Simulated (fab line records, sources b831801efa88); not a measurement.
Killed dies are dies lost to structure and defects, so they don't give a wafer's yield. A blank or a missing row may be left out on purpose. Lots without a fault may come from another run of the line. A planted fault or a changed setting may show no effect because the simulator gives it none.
Chamber matching | flow gf180mcu | GF_V2_ETCH_16 on rie_diel-04: 4 sister chambers
The step etches BARC in N2/H2. 14 wafers are shown with their chamber, then 7 later ones without.

WAFERS WITH THEIR CHAMBER
wafer  | chamber | drypump_motor_current_A (A) | oes_product_au (a.u.) | throttle_valve_pct (%)
L809.3 | 2       | 5.9                         | 0.852                 | 13.226
L809.5 | 2       | 5.9                         | 0.849                 | 13.223
L809.6 | 1       | 5.9                         | 0.857                 | 13.225
L812.2 | 0       | 6.4                         | 0.854                 | 13.232
L812.3 | 1       | 5.9                         | 0.855                 | 13.242
L812.4 | 2       | 6.0                         | 0.856                 | 13.236
L822.1 | 0       | 6.4                         | 0.852                 | 13.217
L822.2 | 3       | 4.9                         | 0.859                 | 13.222
L822.4 | 1       | 5.9                         | 0.855                 | 13.218
L828.2 | 3       | 4.9                         | 0.857                 | 13.230
L828.3 | 1       | 5.9                         | 0.857                 | 13.239
L828.6 | 3       | 4.9                         | 0.841                 | 13.214
L829.2 | 1       | 5.9                         | 0.853                 | 13.212
L829.5 | 2       | 5.9                         | 0.859                 | 13.217

SIGNATURES (means of the wafers above)
reading                 | chamber 0 | chamber 1 | chamber 2 | chamber 3 | scatter within a chamber
drypump_motor_current_A | 6.400     | 5.900     | 5.925     | 4.900     | 0.0274
oes_product_au          | 0.85300   | 0.85540   | 0.85400   | 0.85233   | 0.00516
throttle_valve_pct      | 13.22450  | 13.22720  | 13.22550  | 13.22200  | 0.0105
Rule: a wafer's distance from a chamber is the root of the sum, over the readings, of the square of ((its reading less the chamber's mean) divided by the reading's scatter). The wafer belongs to the nearest chamber; if the next one is less than 2 further off, it can't be placed. The scatter: the root of (the sum of the squares of (reading less its chamber's mean) over the shown wafers, divided by (wafers less chambers)).

WAFERS WITHOUT THEIR CHAMBER
wafer  | drypump_motor_current_A (A) | oes_product_au (a.u.) | throttle_valve_pct (%)
L829.6 | 5.9                         | 0.861                 | 13.224
L832.1 | 5.9                         | 0.850                 | 13.212
L832.5 | 5.9                         | 0.849                 | 13.227
L832.6 | 5.9                         | 0.842                 | 13.229
L831.1 | 5.9                         | 0.851                 | 13.221
L831.2 | 5.9                         | 0.852                 | 13.207
L831.6 | 5.9                         | 0.853                 | 13.227

WHICH CHAMBER EACH WENT THROUGH
wafer  | from the rows above     | in truth
L829.6 | can't be placed: 1 or 2 | 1
L832.1 | can't be placed: 2 or 1 | 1
L832.5 | can't be placed: 1 or 2 | 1
L832.6 | can't be placed: 2 or 1 | 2
L831.1 | can't be placed: 1 or 2 | 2
L831.2 | can't be placed: 2 or 1 | 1
L831.6 | can't be placed: 1 or 2 | 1
Placed correctly: 0 of 7. Can't be placed from these rows: 7 (the true chamber is among the candidates in 7). Placed wrongly: 0.
